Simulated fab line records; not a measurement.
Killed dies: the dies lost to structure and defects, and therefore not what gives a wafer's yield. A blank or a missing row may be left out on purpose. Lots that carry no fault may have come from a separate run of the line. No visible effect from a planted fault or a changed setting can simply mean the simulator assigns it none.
Which tool was responsible? -- flow sky130 -- 15 lots with 45 wafers sampled at 2 steps, on a route of 708 steps

## WHAT EACH GAUGE READ, for each wafer
SKY_POLY_GATE_OVL_MEAS_14.
lot,measured,on,POLY_GATE_OVL (nm)
L678,day 16 02:20,overlay-02,8 -1 -3
L679,day 16 13:47,overlay-02,-1 2 -4
L681,day 16 19:34,overlay-01,-1 9 0
L682,day 17 11:27,overlay-02,-1 1 1
L684,day 19 04:04,overlay-02,1 6 -4
L687,day 19 16:23,overlay-02,1 0 8
L688,day 20 01:52,overlay-01,0 -7 3
L689,day 20 06:50,overlay-01,5 4 11
L690,day 20 12:19,overlay-01,4 1 2
L691,day 21 01:26,overlay-01,3 8 -9
L694,day 22 09:31,overlay-02,3 3 -2
L695,day 22 14:08,overlay-02,8 4 -3
L696,day 22 17:46,overlay-02,6 14 10
L700,day 24 02:49,overlay-01,5 1 5
L701,day 24 13:41,overlay-01,-3 -7 -1

SKY_POLY_GATE_THK_MEAS_21.
lot,measured,on,POLY_GATE_OXIDATION_THK (nm)
L678,day 16 04:04,filmMetro-02,3.98 4.04 3.95
L679,day 16 16:37,filmMetro-04,4.06 4.06 4.05
L681,day 16 23:24,filmMetro-04,4.01 4.03 4.09
L682,day 17 13:45,filmMetro-02,3.98 4.02 3.99
L684,day 19 05:45,filmMetro-02,4.04 3.96 4.03
L687,day 19 18:07,filmMetro-02,4.19 4.15 4.14
L688,day 20 03:40,filmMetro-02,4.02 3.99 4.07
L689,day 20 08:36,filmMetro-01,4.03 3.96 4.11
L690,day 20 14:19,filmMetro-01,4.04 4.13 4.06
L691,day 21 03:07,filmMetro-01,4.04 4.15 4.00
L694,day 22 13:42,filmMetro-02,4.11 3.97 4.03
L695,day 22 16:22,filmMetro-01,3.97 3.88 3.88
L696,day 22 19:26,filmMetro-04,3.98 3.94 3.96
L700,day 24 04:29,filmMetro-04,3.91 3.88 3.89
L701,day 24 15:21,filmMetro-02,3.88 3.89 3.92

## TOOL THAT RAN EACH LOT (tool first, then ch and the chambers of the sampled wafers, then the start)
The record shows no process step preceding these readings.

## WHAT THE TOOLS THEMSELVES READ (means of the sampled wafers that have a number; where no wafer has one, the mark that the record gives instead)
The record holds no such reading with a usual standard deviation.

## THE ANSWER, worked out from the rows above alone
Rule: the usual values come from the lots themselves. Put in order of their means at a reading, lots are off if they are a third of the lots or fewer, leave a main group of 4 or more, and stand apart from it by a gap of 3 or more times the standard deviation of the main group's means; of several such gaps the widest counts. A main group is skipped when, at the precision printed for the reading in the tables above, its means are all equal. Also off: a lot with no number at a reading for which 4 or more lots have one. All remaining lots with rows at the step are treated as sound. The gauges are gone through in route order, then the tools' own readings, and for those a lot's mean is taken as printed above. The first step at which some lot is off is used, and at that step the reading that is off furthest; a lot without a number counts as furthest.
Across all readings shown, no lot is off: no conclusion can be drawn from this.

## WHAT THE SIMULATOR HAD PUT IN
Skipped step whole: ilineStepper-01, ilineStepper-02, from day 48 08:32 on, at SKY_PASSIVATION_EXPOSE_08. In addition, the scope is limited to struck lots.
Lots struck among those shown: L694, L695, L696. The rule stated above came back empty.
